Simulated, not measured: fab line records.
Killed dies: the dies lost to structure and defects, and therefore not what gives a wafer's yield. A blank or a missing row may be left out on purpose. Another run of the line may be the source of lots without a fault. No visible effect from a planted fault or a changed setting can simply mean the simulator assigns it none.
fab line records -- flow gf180mcu
record: lots: 6, wafers: 18, last_day: 34
route steps=602 shown MIM@519 M5@526
lots that met no fault: from a run of the same line without faults
start_h: hours from the record's first day to the start of the lot's first wafer shown -- wait_h: hours from the lot's prior step to this one -- " the same as in the row above -- L1.1+2: one row covering several wafers at once -- - value missing, or start not given -- * or withheld: withheld -- < > ~ a bound
route shown NAME@n: names a module that has steps shown in the file, with the first one's number in the route -- usual: the fault-free wafers' mean and standard deviation -- same: alike in all rows -- chamber/n: place in a boat -- sites: per-site readings -- _std_site: how widely they spread, as a standard deviation -- _edge_site: the outer-site mean with the inner-site mean subtracted -- radius_mm: for every site, how far away it sits from the centre of the wafer -- mask NAME#n: copy n -- behind: the most recent tool/chamber to have shaped the wafer -- hold: what put the lot on hold/how long, in hours/how the hold closed -- device: which transistor (n, p or np) failed to switch -- end of line: tests run on the same wafers once the route is complete -- for a step that has no rows: nothing shown but its recipe -- killed: dies that structure and defects cost at the first sort, which is not the same as the wafer's yield -- map: the dies of a wafer, with x for killed, . for not killed, _ for no die there
set.NAME: the setting the step ran with; set.NAME@STEP: the setting that earlier step ran with -- model.NAME: the simulator's own value behind a step, which no gauge read
a table for each step, a row for each wafer; lots at some steps of the route
services: a tool's chamber out of use, with start hour (start_h, from the record's first day; less than 0 if before it), hours out, and reason
== steps ==
step: GF_MIM_EXPOSE_16
recipe: mask_id: FuseTop, target_cd_nm: 2000, na: 0.6, source_shape: conventional, sigma_outer: 0.6, dose_mj: 140
step: GF_MIM_PEB_17
recipe: temp_c: withheld, time_s: *, resist: NOVOLAK
step: GF_MIM_DEVELOP_18
recipe: develop_time_s: 60, dev_temp_c: 23
step: GF_MIM_METAL_ETCH_19
recipe: chemistry: Cl2/BCl3, mask_material: NOVOLAK, stop_on: Si3N4, target_depth_nm: 324.5, pressure_mtorr: 8, icp_w: 800, bias_w: 140, Cl2_flow_sccm: 80, bcl3_flow_sccm: 40, time_s: 54.1
usual: drypump_motor_current_A: 5.7/0.53, he_backside_leak_sccm: 3.19/0.23, oes_product_au: 0.944/0.0062, throttle_valve_pct: 28.281/0.011
same: time_s: 54.1
lot.wafer,tool,chamber,start_h,wait_h,drypump_motor_current_A,he_backside_leak_sccm,oes_product_au,rf_hours_counter_h,throttle_valve_pct
L907.1,rie_metal-02,1,590.23,0.1,5.7,3.12,0.949,3.1,28.262
L907.2,rie_metal-02,0,590.23,0.1,6.5,3.18,0.952,2.6,28.268
L907.4,rie_metal-02,0,590.23,0.1,6.5,3.17,0.957,-,28.269
L918.1,rie_metal-03,1,682.78,0.1,5.8,3.01,0.946,3.6,28.261
L918.2,rie_metal-03,0,682.78,0.1,5.0,3.69,0.943,4.1,28.285
L918.4,rie_metal-03,1,682.78,0.1,5.8,2.77,0.942,-,28.301
L919.2,rie_metal-03,1,690.28,0.1,5.7,3.17,0.949,3.8,28.294
L919.5,rie_metal-03,1,690.28,0.1,5.8,3.05,0.949,-,28.288
L919.6,rie_metal-03,0,690.28,0.1,5.0,3.58,0.939,-,28.290
L924.1,rie_metal-01,0,719.68,0.1,5.6,3.18,0.935,9.2,28.288
L924.4,rie_metal-01,0,719.68,0.1,5.6,3.26,0.943,-,28.284
L924.5,rie_metal-01,1,719.68,0.1,4.9,3.25,0.942,-,28.266
L928.1,rie_metal-02,1,740.23,0.1,5.7,3.08,0.945,8.4,28.264
L928.3,rie_metal-02,1,740.23,0.1,5.7,3.01,0.949,-,28.290
L928.6,rie_metal-02,0,740.23,0.1,6.5,3.13,0.937,-,28.287
L929.1,rie_metal-02,0,745.33,0.1,6.5,3.13,0.944,8.1,28.279
L929.3,rie_metal-02,1,745.33,0.1,5.7,3.18,0.939,-,28.276
L929.6,rie_metal-02,0,745.33,0.1,6.5,3.14,0.929,-,28.294
step: GF_MIM_STRIP_20
recipe: chemistry: O2/N2, power_w: 1400, pressure_mtorr: 1500, platen_temp_c: 250, o2_flow_sccm: 3000, n2_flow_sccm: 300, overash_fraction: 0.5
usual: drypump_motor_current_A: 5.6/0.33, heater_power_w: 334/26, o2_flow_sccm: 2999/8.2, oes_product_au: 0.690/0.0051, platen_temp_c: 250.01/0.18, strip_time_to_endpoint_s: 11.19/0.043
lot.wafer,tool,chamber,start_h,wait_h,drypump_motor_current_A,heater_power_w,o2_flow_sccm,oes_product_au,platen_temp_c,rf_hours_counter_h,strip_time_to_endpoint_s
L907.1,plasma_asher-01,1,590.30,0.0,5.6,306,2985,0.695,249.93,17,11.24
L907.2,plasma_asher-01,0,590.30,0.0,5.9,368,2996,0.692,249.99,17,11.18
L907.4,plasma_asher-01,0,590.30,0.0,5.9,363,2998,0.700,250.28,-,11.21
L918.1,plasma_asher-04,1,682.85,0.0,4.9,318,2994,0.688,250.17,113,11.17
L918.2,plasma_asher-04,0,682.85,0.0,5.9,314,2992,0.687,250.13,113,11.11
L918.4,plasma_asher-04,1,682.85,0.0,5.0,306,3011,0.683,250.07,-,11.19
L919.2,plasma_asher-03,0,690.35,0.0,5.9,331,2994,0.700,250.08,94,11.20
L919.5,plasma_asher-03,1,690.35,0.0,5.5,379,3001,0.694,249.86,-,11.16
L919.6,plasma_asher-03,0,690.35,0.0,5.9,331,2992,0.688,250.20,-,11.18
L924.1,plasma_asher-01,0,719.75,0.0,5.9,361,3009,0.686,250.12,31,11.19
L924.4,plasma_asher-01,1,719.75,0.0,5.6,313,2990,0.695,249.76,-,11.18
L924.5,plasma_asher-01,0,719.75,0.0,5.9,365,3005,0.690,249.90,-,11.17
L928.1,plasma_asher-03,0,740.30,0.0,5.9,327,2999,0.696,250.23,99,11.17
L928.3,plasma_asher-03,1,740.30,0.0,5.4,375,2992,0.697,250.30,-,11.21
L928.6,plasma_asher-03,1,740.30,0.0,5.5,369,3014,0.693,250.29,-,11.23
L929.1,plasma_asher-04,0,745.40,0.0,5.9,302,2994,0.694,250.14,0,11.21
L929.3,plasma_asher-04,0,745.40,0.0,5.9,292,3008,0.682,250.12,-,11.20
L929.6,plasma_asher-04,1,745.40,0.0,5.0,303,2987,0.699,249.73,-,11.23
step: GF_MIM_STRIP_21
recipe: chemistry: post_etch_residue_remover, time_s: 1200, temp_c: 72.5
step: GF_MIM_CLEAN_22
recipe: chemistry: DIW, dry: n2_spin
step: GF_M5_DEHYDRATE_00
recipe: temp_c: 200, time_s: 60
step: GF_M5_HMDS_01
recipe: prime_time_s: 60, prime_temp_c: 120
step: GF_M5_COAT_02
recipe: resist: KrF, spin_rpm: withheld, resist_thk_nm: 1000
step: GF_M5_SOFTBAKE_03
recipe: temp_c: 130, time_s: 60, resist: KrF
step: GF_M5_EXPOSE_04
recipe: mask_id: Metal5, target_cd_nm: 280, na: 0.68, source_shape: conventional, sigma_outer: 0.6, dose_mj: 28
step: GF_M5_PEB_05
recipe: peb_temp_c: 135, peb_time_s: 90, resist: KrF
usual: chill_plate_temp_C: 23.00/0.11, exhaust_pa: 45.0/0.82
lot.wafer,tool,chamber,start_h,wait_h,chill_plate_temp_C,exhaust_pa
L907.1,litho_track-04,0,610.88,-,23.28,45.5
L907.2,litho_track-04,0,610.88,-,23.17,44.9
L907.4,litho_track-04,0,610.88,-,23.18,43.7
L918.1,litho_track-02,-,700.96,-,-,-
L918.2,litho_track-02,-,700.96,-,-,-
L918.4,litho_track-02,-,700.96,-,-,-
L919.2,litho_track-04,-,708.61,-,-,-
L919.5,litho_track-04,-,708.61,-,-,-
L919.6,litho_track-04,-,708.61,-,-,-
L924.1,litho_track-03,0,737.33,-,22.92,44.7
L924.4,litho_track-03,0,737.33,-,22.97,45.2
L924.5,litho_track-03,0,737.33,-,22.99,45.3
L928.1,litho_track-02,0,757.26,-,22.86,45.7
L928.3,litho_track-02,0,757.26,-,23.01,45.2
L928.6,litho_track-02,0,757.26,-,22.95,45.2
L929.1,litho_track-04,0,762.13,-,22.88,45.8
L929.3,litho_track-04,0,762.13,-,22.64,46.3
L929.6,litho_track-04,0,762.13,-,22.83,45.8
step: GF_M5_DEVELOP_06
recipe: develop_time_s: 60, dev_temp_c: 21
== services ==
tool,chamber,start_h,hours,kind
plasma_asher-04,-,651.06,3.7,repair
plasma_asher-03,-,662.27,5.9,repair
rie_metal-03,0,668.65,7.3,repair
plasma_asher-04,-,733.75,9.0,pm
plasma_asher-04,0,733.75,9.0,vent_cycle
plasma_asher-04,1,733.75,9.0,vent_cycle
rie_metal-01,-,736.51,2.8,pm
plasma_asher-04,0,742.75,-,clean
plasma_asher-04,1,742.75,-,clean
rie_metal-01,1,751.67,-,clean
rie_metal-01,1,751.67,16.1,scheduled_down
rie_metal-01,1,751.67,16.1,vent_cycle
== key ==
first_sign: step: GF_M5_PEB_05, reading: tool_record, direction: missing
effect none on later readings
met_at GF_M5_PEB_05
struck_wafers L918.1,L918.2,L918.4,L919.2,L919.5,L919.6
later_rows_left_out L918.1,L918.2,L918.4,L919.2,L919.5,L919.6
sort_left_out L918.1,L918.2,L918.4,L919.2,L919.5,L919.6
onset_between 610.88 700.96
fault: kind: skipped_step_whole, tool: litho_track-02,litho_track-04, chamber: -, onset_h: 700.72, steps: GF_M5_PEB_05, scope: struck_lots_only
sort_left_out: the simulated sort isn't trusted on such a fault, so these wafers' sort isn't shown, and their yield isn't known
later_rows_left_out: the simulator's readings of these wafers behind a module that went badly wrong aren't trusted and aren't shown, but for the sort
